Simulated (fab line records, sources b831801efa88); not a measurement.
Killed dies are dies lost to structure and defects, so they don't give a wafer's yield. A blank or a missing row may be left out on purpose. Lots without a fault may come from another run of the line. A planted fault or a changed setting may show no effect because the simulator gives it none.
fab line records | flow sky130
record lots=12 wafers=36 last_day=49
route steps=708 shown VIA4@651 PASSIVATION@689 PAD_OPEN@701
lots that met no fault: from a run of the same line without faults
start_h: hours from the record's first day to the start of the lot's first wafer shown | wait_h: hours since the lot's step before | " the same as in the row above | L1.1+2: a row that stands for several wafers | - no value, or no start given | * or withheld: withheld | < > ~ a bound
route shown NAME@n: a module of which the file shows steps, and the number in the route of the first | usual: mean/standard deviation of fault-free wafers | same: alike in all rows | chamber/n: place in a boat | sites: the reading at each site | _std_site: their standard deviation | _edge_site: outer sites' mean less inner sites' | radius_mm: how far each site lies from the wafer's centre | mask NAME#n: copy n | behind: the tool/chamber that last shaped the wafer | hold: why the lot was held/for how many hours/how that ended | device: the transistor (n, p or np) that didn't switch | end of line: the same wafers' tests at the end of the route | a step without rows: its recipe alone | killed: dies lost to structure and defects at the first sort, not the wafer's yield | map: a wafer's dies, x killed, . not, _ none there
set.NAME: the setting as run; set.NAME@STEP: as run at that earlier step | model.NAME: the simulator's own value behind a step, which no gauge read
steps of the route over a sample of lots; a table a step, a row a wafer
services: from which hour (start_h, from the record's first day; less than 0 if before it) a tool's chamber was out of use, for how many hours, and why
## steps
# step SKY_VIA4_ETCH_12
# recipe target=SiO2 chemistry=C4F8/O2/Ar stop_on=TiN mask_material=NOVOLAK source_w=1500 bias_w=1200 pressure_mtorr=40 c4f8_flow_sccm=withheld O2_flow_sccm=6 Ar_flow_sccm=300 time_s=withheld target_depth_a=5800
# usual oes_product_au=0.926/0.005
# columns lot.wafer tool chamber start_h wait_h oes_product_au
L582.2 rie_diel-03 0 1008.86 0.0 0.928
L582.3 " 1 " " 0.919
L582.5 " 0 " " 0.925
L583.2 rie_diel-01 0 1022.32 0.0 0.923
L583.3 " 3 " " 0.921
L583.4 " 2 " " 0.928
L584.1 rie_diel-03 3 1027.96 0.0 0.927
L584.3 " 1 " " 0.920
L584.5 " 1 " " 0.925
L586.4 rie_diel-01 1 1032.02 0.0 0.921
L586.5 " 3 " " 0.923
L586.6 " 0 " " 0.922
L585.2 rie_diel-03 1 1032.32 0.0 0.919
L585.5 " 2 " " 0.927
L585.6 " 1 " " 0.924
L590.3 rie_diel-01 2 1061.11 0.0 0.927
L590.5 " 2 " " 0.925
L590.6 " 1 " " 0.928
L592.2 rie_diel-04 2 1082.47 0.0 0.924
L592.4 " 1 " " 0.935
L592.5 " 1 " " 0.927
L594.2 rie_diel-01 0 1089.21 0.0 0.922
L594.4 " 3 " " 0.938
L594.5 " 3 " " 0.934
L595.1 rie_diel-03 0 1091.11 0.0 0.925
L595.4 " 3 " " 0.924
L595.5 " 2 " " 0.928
L598.2 rie_diel-04 1 1108.22 0.0 0.927
L598.3 " 2 " " 0.932
L598.4 " 0 " " 0.919
L600.1 rie_diel-01 0 1116.61 0.0 0.930
L600.5 " 1 " " 0.917
L600.6 " 0 " " 0.930
L603.2 rie_diel-04 2 1126.73 0.0 0.923
L603.3 " 1 " " 0.923
L603.6 " 2 " " 0.930
# step SKY_VIA4_RS_MEAS_19
# recipe thk_meas_gauge=four-point-probe reads=W_of_VIA4_CVD_18+TiN_of_VIA4_SPUTTER_17
# usual VIA4_W_RS=0.2254/0.0021
# columns lot.wafer tool chamber start_h wait_h VIA4_W_RS[ohm/sq]
L582.2 film_metro-03 - 1009.76 0.1 0.2253
L582.3 " - " " 0.2244
L582.5 " - " " 0.2223
L583.2 film_metro-03 - 1023.22 0.1 0.2246
L583.3 " - " " 0.2256
L583.4 " - " " 0.2266
L584.1 film_metro-03 - 1028.84 0.1 0.2239
L584.3 " - " " 0.2243
L584.5 " - " " 0.2245
L586.4 film_metro-01 - 1033.01 0.1 0.2261
L586.5 " - " " 0.2278
L586.6 " - " " 0.2252
L585.2 film_metro-03 - 1033.24 0.1 0.2260
L585.5 " - " " 0.2246
L585.6 " - " " 0.2236
L590.3 film_metro-02 - 1062.03 0.1 0.2277
L590.5 " - " " 0.2262
L590.6 " - " " 0.2235
L592.2 film_metro-01 - 1083.41 0.1 0.2267
L592.4 " - " " 0.2235
L592.5 " - " " 0.2264
L594.2 film_metro-02 - 1090.14 0.1 0.2264
L594.4 " - " " 0.2238
L594.5 " - " " 0.2247
L595.1 film_metro-02 - 1091.99 0.1 0.2294
L595.4 " - " " 0.2287
L595.5 " - " " 0.2259
L598.2 film_metro-02 - 1109.13 0.1 0.2237
L598.3 " - " " 0.2261
L598.4 " - " " 0.2257
L600.1 film_metro-01 - 1117.53 0.1 0.2262
L600.5 " - " " 0.2260
L600.6 " - " " 0.2261
L603.2 film_metro-03 - 1127.63 0.1 0.2229
L603.3 " - " " 0.2199
L603.6 " - " " 0.2216
# step SKY_PASSIVATION_EXPOSE_08
# recipe mask_id=NSM target_cd_nm=3000 na=0.57 dose_mj=260
# usual exposure_dose_mJ_cm2=259.97/0.24 reticle_temp_C=23.01/0.098
# columns lot.wafer tool chamber start_h wait_h mask exposure_dose_mJ_cm2 reticle_temp_C
L582.2 iline_stepper-01 0 1045.91 - NSM#0 259.54 23.15
L582.3 " 0 " " NSM#0 260.08 23.16
L582.5 " 0 " " NSM#0 259.84 23.07
L583.2 iline_stepper-02 0 1058.73 - NSM#0 259.83 23.24
L583.3 " 0 " " NSM#0 259.68 23.13
L583.4 " 0 " " NSM#0 259.78 23.11
L584.1 iline_stepper-02 0 1064.74 - NSM#0 260.10 22.91
L584.3 " 0 " " NSM#0 260.19 23.02
L584.5 " 0 " " NSM#0 259.90 23.01
L586.4 iline_stepper-01 0 1067.96 - NSM#0 260.35 22.99
L586.5 " 0 " " NSM#0 260.21 23.07
L586.6 " 0 " " NSM#0 259.96 23.07
L585.2 iline_stepper-01 0 1068.21 - NSM#0 259.96 22.90
L585.5 " 0 " " NSM#0 260.04 22.90
L585.6 " 0 " " NSM#0 260.05 23.00
L590.3 iline_stepper-01 0 1095.20 - NSM#0 259.71 23.07
L590.5 " 0 " " NSM#0 259.85 23.18
L590.6 " 0 " " NSM#0 260.18 23.05
L592.2 iline_stepper-01 0 1115.62 - NSM#0 260.13 22.96
L592.4 " 0 " " NSM#0 260.05 22.90
L592.5 " 0 " " NSM#0 260.15 22.90
L594.2 iline_stepper-02 0 1121.21 - NSM#0 268.97 22.95
L594.4 " 0 " " NSM#0 269.19 23.09
L594.5 " 0 " " NSM#0 268.89 23.05
L595.1 iline_stepper-02 0 1123.66 - NSM#0 268.88 23.14
L595.4 " 0 " " NSM#0 269.14 22.95
L595.5 " 0 " " NSM#0 269.12 22.91
L598.2 iline_stepper-01 0 1138.92 - NSM#0 259.54 22.75
L598.3 " 0 " " NSM#0 260.03 22.96
L598.4 " 0 " " NSM#0 259.97 23.01
L600.1 iline_stepper-01 0 1146.11 - NSM#0 260.13 23.09
L600.5 " 0 " " NSM#0 259.85 23.00
L600.6 " 0 " " NSM#0 260.05 23.08
L603.2 iline_stepper-01 0 1158.12 - NSM#0 259.65 22.91
L603.3 " 0 " " NSM#0 259.93 22.95
L603.6 " 0 " " NSM#0 259.81 22.89
# step SKY_PAD_OPEN_ETCH_07
# recipe chemistry=CF4/O2 target_depth_nm=725 stop_on=AlCu source_w=800 bias_w=150 pressure_mtorr=150 cf4_flow_sccm=80 O2_flow_sccm=10 time_s=161.1
# usual drypump_motor_current_A=5.6/0.42 oes_product_au=0.977/0.0067 throttle_valve_pct=5.963/0.0097
# columns lot.wafer tool chamber start_h wait_h drypump_motor_current_A oes_product_au rf_hours_counter_h throttle_valve_pct
L582.2 rie_diel-02 2 1077.07 - 5.2 0.970 12 5.953
L582.3 " 0 " " 5.5 0.980 14 5.977
L582.5 " 0 " " 5.5 0.994 - 5.958
L583.2 rie_diel-04 0 1090.56 - 4.9 0.973 16 5.961
L583.3 " 3 " " 6.3 0.976 8 5.959
L583.4 " 2 " " 5.5 0.987 16 5.972
L584.1 rie_diel-02 2 1096.31 - 5.2 0.973 13 5.958
L584.3 " 1 " " 6.2 0.968 11 5.944
L584.5 " 2 " " 5.2 0.982 - 5.951
L586.4 rie_diel-03 2 1097.46 - 5.4 0.981 10 5.960
L586.5 " 0 " " 5.4 0.980 - 5.948
L586.6 " 1 " " 6.3 0.979 - 5.969
L585.2 rie_diel-02 2 1098.46 - 5.2 0.972 13 5.958
L585.5 " 2 " " 5.2 0.985 - 5.965
L585.6 " 1 " " 6.2 0.979 - 5.971
L590.3 rie_diel-04 0 1124.88 - 4.9 0.964 18 5.966
L590.5 " 2 " " 5.5 0.983 - 5.961
L590.6 " 3 " " 6.3 0.972 - 5.948
L592.2 rie_diel-04 1 1142.53 - 5.4 0.977 14 5.975
L592.4 " 0 " " 4.9 0.983 18 5.975
L592.5 " 2 " " 5.5 0.976 - 5.955
L594.2 rie_diel-04 3 1148.48 - 6.3 0.969 10 5.961
L594.4 " 2 " " 5.5 0.984 19 5.973
L594.5 " 2 " " 5.5 0.973 - 5.964
L595.1 rie_diel-03 0 1151.11 - 5.4 0.972 32 5.964
L595.4 " 3 " " 5.5 0.966 11 5.954
L595.5 " 0 " " 5.4 0.975 - 5.969
L598.2 rie_diel-04 2 1165.73 - 5.5 0.967 19 5.955
L598.3 " 3 " " 6.3 0.968 11 5.959
L598.4 " 2 " " 5.5 0.975 - 5.962
L600.1 rie_diel-02 2 1171.63 - 5.2 0.986 16 5.963
L600.5 " 2 " " 5.2 0.976 - 5.964
L600.6 " 3 " " 5.9 0.982 - 5.967
L603.2 rie_diel-02 0 1182.51 - 5.5 0.982 18 5.971
L603.3 " 2 " " 5.2 0.986 17 5.955
L603.6 " 3 " " 5.8 0.982 - 5.941
# step SKY_PAD_OPEN_PROBE_99
# usual defect_limited_yield=82.3/2 killed_at_M0_to_M3=43/7.3 killed_at_M4_up=3.2/1.8 killed_at_contacts=24/5.8 killed_at_front_end=16/4.5 killed_at_other=0.3/0.53 killed_dies=87/9.9 killed_open=48/6.8 killed_short=39/6.9 sort_bin_3_pad_short=0.8/0.42 sort_bin_5_function=10.4/1.6 sort_bin_6_memory=6.4/1.2 sort_n_pass=405/9.9 sort_yield_pct=82.3/2
# same gross_dies=492 killed_at_back_side=0 sort_bin_4_leakage[%]=0 sort_bin_8_speed[%]=0
# columns lot.wafer tool chamber start_h wait_h defect_limited_yield[%] killed_at_M0_to_M3 killed_at_M4_up killed_at_contacts killed_at_front_end killed_at_other killed_dies killed_open killed_short sort_bin_3_pad_short[%] sort_bin_5_function[%] sort_bin_6_memory[%] sort_n_pass sort_yield_pct[%]
L582.2 prober-02 - 1079.49 0.1 79.5 45 8 32 14 2 101 48 53 2.0 11.2 7.3 391 79.5
L582.3 prober-02 - 1079.54 0.2 81.1 38 7 31 17 0 93 52 41 1.2 12.4 5.3 399 81.1
L582.5 prober-02 - 1079.64 0.2 76.8 65 6 30 13 0 114 67 47 0.8 12.0 10.4 378 76.8
L583.2 prober-01 - 1092.94 0.1 86.0 28 4 17 19 1 69 36 33 0.4 8.1 5.5 423 86.0
L583.3 prober-01 - 1092.99 0.2 84.1 43 2 16 16 1 78 50 28 0.8 10.8 4.3 414 84.1
L583.4 prober-01 - 1093.04 0.2 83.7 50 1 12 17 0 80 49 31 0.6 9.8 5.9 412 83.7
L584.1 prober-02 - 1098.66 0.1 81.7 50 4 18 18 0 90 52 38 0.4 11.6 6.3 402 81.7
L584.3 prober-02 - 1098.76 0.2 85.0 36 3 25 9 1 74 41 33 1.0 10.8 3.3 418 85.0
L584.5 prober-02 - 1098.86 0.2 84.6 31 3 22 19 1 76 44 32 0.8 8.1 6.5 416 84.6
L586.4 prober-01 - 1099.93 0.2 82.1 42 3 26 17 0 88 50 38 0.8 11.2 5.9 404 82.1
L586.5 prober-01 - 1099.98 0.2 82.7 41 4 31 7 2 85 43 42 0.4 9.6 7.3 407 82.7
L586.6 prober-01 - 1100.03 0.2 82.3 47 0 31 9 0 87 53 34 0.2 11.2 6.3 405 82.3
L585.2 prober-02 - 1100.86 0.1 82.1 43 5 19 21 0 88 47 41 1.0 11.6 5.3 404 82.1
L585.5 prober-02 - 1101.01 0.2 82.3 43 0 24 20 0 87 50 37 0.8 11.2 5.7 405 82.3
L585.6 prober-02 - 1101.06 0.2 80.7 47 3 25 20 0 95 51 44 1.0 11.8 6.5 397 80.7
L590.3 prober-02 - 1127.30 0.2 83.1 35 2 36 10 0 83 50 33 1.2 9.8 5.9 409 83.1
L590.5 prober-02 - 1127.40 0.2 82.7 41 2 26 13 3 85 45 40 0.2 11.0 6.1 407 82.7
L590.6 prober-02 - 1127.45 0.2 82.3 41 4 26 16 0 87 50 37 0.8 11.6 5.3 405 82.3
L592.2 prober-01 - 1144.94 0.1 84.1 40 3 21 14 0 78 42 36 0.6 9.6 5.7 414 84.1
L592.4 prober-01 - 1145.04 0.2 81.7 38 1 33 18 0 90 54 36 0.8 9.8 7.7 402 81.7
L592.5 prober-01 - 1145.09 0.2 84.6 36 4 16 19 1 76 45 31 0.6 9.3 5.5 416 84.6
L594.2 prober-02 - 1150.85 0.1 83.5 40 1 23 17 0 81 41 40 1.4 8.5 6.5 411 83.5
L594.4 prober-02 - 1150.95 0.2 80.7 44 2 29 20 0 95 50 45 1.2 13.0 5.1 397 80.7
L594.5 prober-02 - 1151.00 0.2 79.7 66 1 21 12 0 100 67 33 1.0 11.2 8.1 392 79.7
L595.1 prober-01 - 1153.47 0.1 83.9 40 0 23 16 0 79 47 32 1.0 10.0 5.1 413 83.9
L595.4 prober-01 - 1153.62 0.2 84.8 41 2 22 10 0 75 43 32 0.2 8.5 6.5 417 84.8
L595.5 prober-01 - 1153.67 0.2 85.4 39 3 18 12 0 72 39 33 1.2 9.1 4.3 420 85.4
L598.2 prober-02 - 1168.10 0.1 81.3 48 3 29 12 0 92 56 36 0.4 9.6 8.7 400 81.3
L598.3 prober-02 - 1168.15 0.2 80.7 40 5 23 27 0 95 47 48 1.2 11.6 6.5 397 80.7
L598.4 prober-02 - 1168.20 0.2 81.7 52 5 16 17 0 90 42 48 1.2 10.0 7.1 402 81.7
L600.1 prober-02 - 1174.73 0.1 81.3 44 3 24 20 1 92 60 32 1.2 11.4 6.1 400 81.3
L600.5 prober-02 - 1174.93 0.2 83.5 41 3 23 14 0 81 46 35 0.6 10.4 5.5 411 83.5
L600.6 prober-02 - 1174.98 0.2 82.5 42 5 24 15 0 86 45 41 1.0 9.1 7.3 406 82.5
L603.2 prober-01 - 1184.88 0.1 82.1 45 4 26 13 0 88 53 35 0.8 11.8 5.3 404 82.1
L603.3 prober-01 - 1184.93 0.2 84.8 34 2 20 18 1 75 43 32 0.6 7.9 6.7 417 84.8
L603.6 prober-01 - 1185.08 0.2 82.9 46 4 27 6 1 84 37 47 1.2 10.8 5.1 408 82.9
# killed by level:class
L582.2 CONTACT:geometric_particle:open=10 CONTACT:geometric_particle:short=9 METAL4:geometric_particle:short=8 METAL2:geometric_particle:short=7 VIA2:geometric_particle:open=7 VIA1:geometric_particle:open=6 LI_CONTACT:geometric_particle:open=6 LI_CONTACT:geometric_particle:short=5
L582.3 LI_CONTACT:geometric_particle:open=12 VIA2:geometric_particle:open=9 FIELD_ISO:geometric_particle:short=8 LI_CONTACT:geometric_particle:short=8 VIA1:geometric_particle:open=8 CONTACT:geometric_particle:open=6 VIA3:geometric_particle:open=6 METAL2:geometric_particle:short=4
L582.5 CONTACT:geometric_particle:open=12 VIA1:geometric_particle:short=11 LI_CONTACT:geometric_particle:open=10 VIA2:geometric_particle:open=10 VIA1:geometric_particle:open=10 METAL2:geometric_particle:short=8 METAL1:geometric_particle:short=6 VIA3:geometric_particle:open=6
L583.2 VIA3:geometric_particle:open=9 CONTACT:geometric_particle:open=8 VIA1:geometric_particle:open=8 POLY_GATE:geometric_particle:short=7 CONTACT:geometric_particle:short=6 POLY_GATE:geometric_particle:open=4 METAL4:geometric_particle:short=4 VIA3:geometric_particle:short=3
L583.3 VIA3:geometric_particle:open=11 CONTACT:geometric_particle:open=10 VIA1:geometric_particle:open=10 POLY_GATE:geometric_particle:open=5 METAL1:geometric_particle:short=5 POLY_GATE:geometric_particle:short=4 VIA1:geometric_particle:short=4 VIA3:geometric_particle:short=3
L583.4 VIA1:geometric_particle:open=12 VIA3:geometric_particle:open=10 METAL1:geometric_particle:short=7 VIA2:geometric_particle:open=7 LI_CONTACT:geometric_particle:open=6 FIELD_ISO:geometric_particle:short=5 POLY_GATE:geometric_particle:short=4 VIA1:geometric_particle:short=4
L584.1 VIA1:geometric_particle:open=18 VIA3:geometric_particle:open=7 LI_CONTACT:geometric_particle:open=6 POLY_GATE:geometric_particle:short=5 METAL1:geometric_particle:short=5 VIA1:geometric_particle:short=5 FIELD_ISO:geometric_particle:open=4 METAL4:geometric_particle:short=4
L584.3 CONTACT:geometric_particle:open=10 VIA1:geometric_particle:open=8 LI_CONTACT:geometric_particle:open=6 CONTACT:geometric_particle:short=6 VIA1:geometric_particle:short=6 VIA3:geometric_particle:open=5 FIELD_ISO:geometric_particle:open=4 METAL1:geometric_particle:short=4
L584.5 VIA1:geometric_particle:open=9 FIELD_ISO:geometric_particle:open=8 LI_CONTACT:geometric_particle:open=8 CONTACT:geometric_particle:short=5 VIA3:geometric_particle:open=5 FIELD_ISO:geometric_particle:short=4 POLY_GATE:geometric_particle:open=4 CONTACT:geometric_particle:open=4
L586.4 VIA2:geometric_particle:open=10 CONTACT:geometric_particle:open=8 VIA1:geometric_particle:open=8 LI_CONTACT:geometric_particle:open=7 POLY_GATE:geometric_particle:short=5 VIA3:geometric_particle:open=5 CONTACT:geometric_particle:short=5 METAL2:geometric_particle:short=5
L586.5 CONTACT:geometric_particle:open=13 VIA1:geometric_particle:open=12 VIA1:geometric_particle:short=8 CONTACT:geometric_particle:short=6 LI_CONTACT:geometric_particle:open=5 METAL3:geometric_particle:short=5 LI_CONTACT:geometric_particle:short=4 VIA3:geometric_particle:open=4
L586.6 VIA1:geometric_particle:open=16 LI_CONTACT:geometric_particle:open=11 CONTACT:geometric_particle:open=9 METAL1:geometric_particle:short=8 VIA2:geometric_particle:open=7 VIA1:geometric_particle:short=6 LOCAL_INTERCONNECT:geometric_particle:short=5 CONTACT:geometric_particle:short=4
L585.2 VIA3:geometric_particle:open=9 CONTACT:geometric_particle:open=8 VIA1:geometric_particle:open=8 VIA2:geometric_particle:open=6 METAL1:geometric_particle:short=6 VIA1:geometric_particle:short=6 FIELD_ISO:geometric_particle:short=5 FIELD_ISO:geometric_particle:open=5
L585.5 LI_CONTACT:geometric_particle:open=13 FIELD_ISO:geometric_particle:short=7 VIA1:geometric_particle:short=7 VIA1:geometric_particle:open=7 FIELD_ISO:geometric_particle:open=6 METAL1:geometric_particle:short=6 METAL2:geometric_particle:short=6 VIA2:geometric_particle:open=5
L585.6 LOCAL_INTERCONNECT:geometric_particle:short=10 VIA2:geometric_particle:open=10 LI_CONTACT:geometric_particle:open=8 METAL1:geometric_particle:short=7 VIA1:geometric_particle:open=7 METAL2:geometric_particle:short=7 VIA3:geometric_particle:open=7 CONTACT:geometric_particle:open=5
L590.3 CONTACT:geometric_particle:open=17 VIA1:geometric_particle:open=10 VIA2:geometric_particle:open=9 LI_CONTACT:geometric_particle:open=6 VIA3:geometric_particle:short=6 LOCAL_INTERCONNECT:geometric_particle:short=5 CONTACT:geometric_particle:short=5 FIELD_ISO:geometric_particle:open=4
L590.5 LI_CONTACT:geometric_particle:open=9 CONTACT:geometric_particle:open=8 METAL1:geometric_particle:short=7 VIA3:geometric_particle:open=6 VIA2:geometric_particle:open=6 LI_CONTACT:geometric_particle:short=5 VIA1:geometric_particle:open=5 CONTACT:geometric_particle:short=4
L590.6 CONTACT:geometric_particle:open=11 METAL2:geometric_particle:short=11 VIA2:geometric_particle:open=10 VIA1:geometric_particle:open=6 FIELD_ISO:geometric_particle:open=5 FIELD_ISO:geometric_particle:short=4 LI_CONTACT:geometric_particle:open=4 VIA3:geometric_particle:open=4
L592.2 FIELD_ISO:geometric_particle:open=7 LI_CONTACT:geometric_particle:open=7 CONTACT:geometric_particle:open=6 VIA1:geometric_particle:open=6 VIA1:geometric_particle:short=6 VIA2:geometric_particle:open=6 VIA3:geometric_particle:open=6 METAL1:geometric_particle:short=4
L592.4 LI_CONTACT:geometric_particle:open=13 VIA1:geometric_particle:open=13 CONTACT:geometric_particle:open=9 METAL1:geometric_particle:short=7 FIELD_ISO:geometric_particle:open=5 LOCAL_INTERCONNECT:geometric_particle:short=4 VIA2:geometric_particle:short=4 POLY_GATE:geometric_particle:open=3
L592.5 VIA1:geometric_particle:open=8 POLY_GATE:geometric_particle:open=7 VIA3:geometric_particle:open=7 CONTACT:geometric_particle:open=6 METAL1:geometric_particle:short=4 VIA3:geometric_particle:short=4 FIELD_ISO:geometric_particle:open=3 POLY_GATE:geometric_particle:short=3
L594.2 VIA1:geometric_particle:open=10 LI_CONTACT:geometric_particle:open=8 POLY_GATE:geometric_particle:short=7 VIA1:geometric_particle:short=7 METAL2:geometric_particle:short=6 CONTACT:geometric_particle:open=5 FIELD_ISO:geometric_particle:open=4 CONTACT:geometric_particle:short=4
L594.4 CONTACT:geometric_particle:open=11 VIA3:geometric_particle:open=8 VIA1:geometric_particle:short=8 CONTACT:geometric_particle:short=7 FIELD_ISO:geometric_particle:open=6 VIA1:geometric_particle:open=6 LI_CONTACT:geometric_particle:open=5 VIA2:geometric_particle:short=5
L594.5 VIA1:geometric_particle:open=21 VIA2:geometric_particle:open=12 VIA3:geometric_particle:open=10 LI_CONTACT:geometric_particle:open=8 VIA1:geometric_particle:short=7 CONTACT:geometric_particle:open=7 METAL1:geometric_particle:short=6 METAL2:geometric_particle:short=4
L595.1 VIA1:geometric_particle:open=15 CONTACT:geometric_particle:open=8 POLY_GATE:geometric_particle:short=8 LI_CONTACT:geometric_particle:open=7 CONTACT:geometric_particle:short=5 FIELD_ISO:geometric_particle:open=4 VIA3:geometric_particle:open=4 VIA1:geometric_particle:short=4
L595.4 VIA1:geometric_particle:open=12 VIA3:geometric_particle:open=8 LI_CONTACT:geometric_particle:open=6 CONTACT:geometric_particle:open=6 LI_CONTACT:geometric_particle:short=4 METAL1:geometric_particle:short=4 VIA1:geometric_particle:short=4 FIELD_ISO:geometric_particle:short=3
L595.5 VIA3:geometric_particle:open=9 CONTACT:geometric_particle:open=7 METAL1:geometric_particle:short=6 VIA1:geometric_particle:open=5 VIA2:geometric_particle:open=5 VIA1:geometric_particle:short=4 METAL2:geometric_particle:short=4 FIELD_ISO:geometric_particle:short=3
L598.2 CONTACT:geometric_particle:open=14 VIA1:geometric_particle:open=11 VIA1:geometric_particle:short=9 LI_CONTACT:geometric_particle:open=8 VIA2:geometric_particle:open=6 FIELD_ISO:geometric_particle:open=5 METAL1:geometric_particle:short=4 METAL2:geometric_particle:short=4
L598.3 VIA1:geometric_particle:open=8 FIELD_ISO:geometric_particle:short=7 VIA3:geometric_particle:open=7 LI_CONTACT:geometric_particle:open=6 VIA2:geometric_particle:open=6 SPACER:geometric_particle:short=5 LOCAL_INTERCONNECT:geometric_particle:short=5 CONTACT:geometric_particle:short=5
L598.4 VIA2:geometric_particle:open=11 VIA1:geometric_particle:open=10 FIELD_ISO:geometric_particle:short=8 VIA1:geometric_particle:short=7 VIA3:geometric_particle:open=6 LOCAL_INTERCONNECT:geometric_particle:short=5 LI_CONTACT:geometric_particle:open=5 CONTACT:geometric_particle:open=5
L600.1 VIA1:geometric_particle:open=15 CONTACT:geometric_particle:open=11 VIA2:geometric_particle:open=7 FIELD_ISO:geometric_particle:open=5 METAL2:geometric_particle:short=5 FIELD_ISO:geometric_particle:short=4 POLY_GATE:geometric_particle:open=4 LOCAL_INTERCONNECT:geometric_particle:short=4
L600.5 METAL2:geometric_particle:short=10 CONTACT:geometric_particle:open=9 VIA1:geometric_particle:open=9 POLY_GATE:geometric_particle:open=6 METAL2:geometric_particle:open=6 VIA2:geometric_particle:open=5 LI_CONTACT:geometric_particle:open=4 LOCAL_INTERCONNECT:geometric_particle:short=4
L600.6 CONTACT:geometric_particle:open=10 VIA1:geometric_particle:short=7 VIA1:geometric_particle:open=7 VIA3:geometric_particle:open=7 FIELD_ISO:geometric_particle:open=6 CONTACT:geometric_particle:short=6 METAL1:geometric_particle:short=6 LI_CONTACT:geometric_particle:open=5
L603.2 VIA3:geometric_particle:open=13 VIA1:geometric_particle:open=12 CONTACT:geometric_particle:open=9 LI_CONTACT:geometric_particle:open=6 CONTACT:geometric_particle:short=6 FIELD_ISO:geometric_particle:short=5 METAL1:geometric_particle:short=5 POLY_GATE:geometric_particle:open=5
L603.3 VIA1:geometric_particle:open=8 CONTACT:geometric_particle:open=7 FIELD_ISO:geometric_particle:open=6 LI_CONTACT:geometric_particle:open=6 METAL2:geometric_particle:short=5 VIA3:geometric_particle:open=4 POLY_GATE:geometric_particle:short=4 VIA1:geometric_particle:short=4
L603.6 VIA1:geometric_particle:short=10 VIA1:geometric_particle:open=9 CONTACT:geometric_particle:open=8 CONTACT:geometric_particle:short=7 LI_CONTACT:geometric_particle:open=6 METAL2:geometric_particle:short=6 VIA2:geometric_particle:short=6 METAL1:geometric_particle:short=5
## services
# columns tool chamber start_h hours kind
rie_diel-02 3 988.49 2.6 repair
rie_diel-02 3 991.11 - clean
rie_diel-02 3 991.11 25.7 scheduled_down
rie_diel-02 3 991.11 25.7 vent_cycle
rie_diel-01 - 991.22 2.8 pm
rie_diel-03 3 992.40 1.3 repair
iline_stepper-02 - 995.46 1.7 pm
rie_diel-04 2 1006.71 5.0 repair
rie_diel-02 1 1013.53 10.8 repair
rie_diel-03 - 1021.90 2.8 pm
rie_diel-04 1 1027.84 20.8 repair
rie_diel-01 3 1036.92 49.9 repair
iline_stepper-02 - 1072.21 10.2 repair
rie_diel-01 - 1073.68 0.8 repair
iline_stepper-01 - 1092.36 0.6 repair
rie_diel-02 3 1105.84 9.0 repair
rie_diel-02 1 1108.88 1.5 repair
rie_diel-01 - 1119.00 0.8 repair
iline_stepper-01 - 1149.84 1.7 pm
rie_diel-04 0 1158.10 17.1 repair
rie_diel-01 - 1174.44 1.6 repair
## key
first_sign step=SKY_PASSIVATION_EXPOSE_08 reading=exposure_dose_mJ_cm2 direction=up sigmas=38 usual=* struck=*
effect none on later readings
met_at SKY_PASSIVATION_EXPOSE_08
struck_lots L594,L595
not_acting_at SKY_VIA4_ETCH_12,SKY_VIA4_RS_MEAS_19,SKY_PAD_OPEN_ETCH_07
onset_between 1064.74 1121.21
fault kind=process_parameter_drift tool=iline_stepper-02 chamber=- onset_h=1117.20 steps=SKY_PASSIVATION_EXPOSE_08 channel=dose_mj offset=8.8248 shape=step acts_in=these_recipes_only stated=260
